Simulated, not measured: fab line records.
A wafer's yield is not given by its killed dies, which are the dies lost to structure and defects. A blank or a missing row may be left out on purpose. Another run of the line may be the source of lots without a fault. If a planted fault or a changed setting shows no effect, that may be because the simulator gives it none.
Matching of chambers -- flow sky130 -- rie diel-01 running SKY_POLY_CUT_ETCH_11: 4 sister chambers
The step etches Si3N4 in CF4/CH2F2/Ar, stops on poly-Si, time 42.5 s, target depth 60 nm. 4 wafers are shown with their chamber, then 9 later ones without.

## EACH WAFER AND ITS CHAMBER
wafer,chamber,drypump motor current A (A)
L085.2,2,5.6
L085.3,3,5.8
L086.1,0,6.6
L086.5,1,6.4

## WAFERS MISSING THEIR CHAMBER
wafer,drypump motor current A (A)
L087.1,6.6
L087.2,5.7
L087.3,6.4
L089.2,5.8
L089.3,6.7
L089.6,6.6
L091.1,5.8
L091.3,5.7
L091.5,6.6

## CHAMBER TAKEN BY EACH
wafer,from the rows above,in truth
L087.1,0,0
L087.2,can't be placed: 3 or 2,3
L087.3,1,1
L089.2,3,3
L089.3,0,0
L089.6,0,0
L091.1,3,3
L091.3,can't be placed: 3 or 2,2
L091.5,0,0
Placed correctly: 7 of 9. From these rows, 2 cannot be placed; in 2 the true chamber is one of the candidates. Wrongly placed: 0.
How it was worked out, from the rows above alone: a wafer's distance from a chamber is the root of the sum, over the readings, of the square of ((its reading less the chamber's mean) divided by the reading's scatter). If the next closest chamber is less than 2 further off than the closest, the wafer can't be placed; otherwise it belongs to the closest. Each chamber's mean is taken over the wafers shown for it. The scatter: root of mean squared gap, hidden wafer to nearest shown wafer, with one shown wafer a chamber.
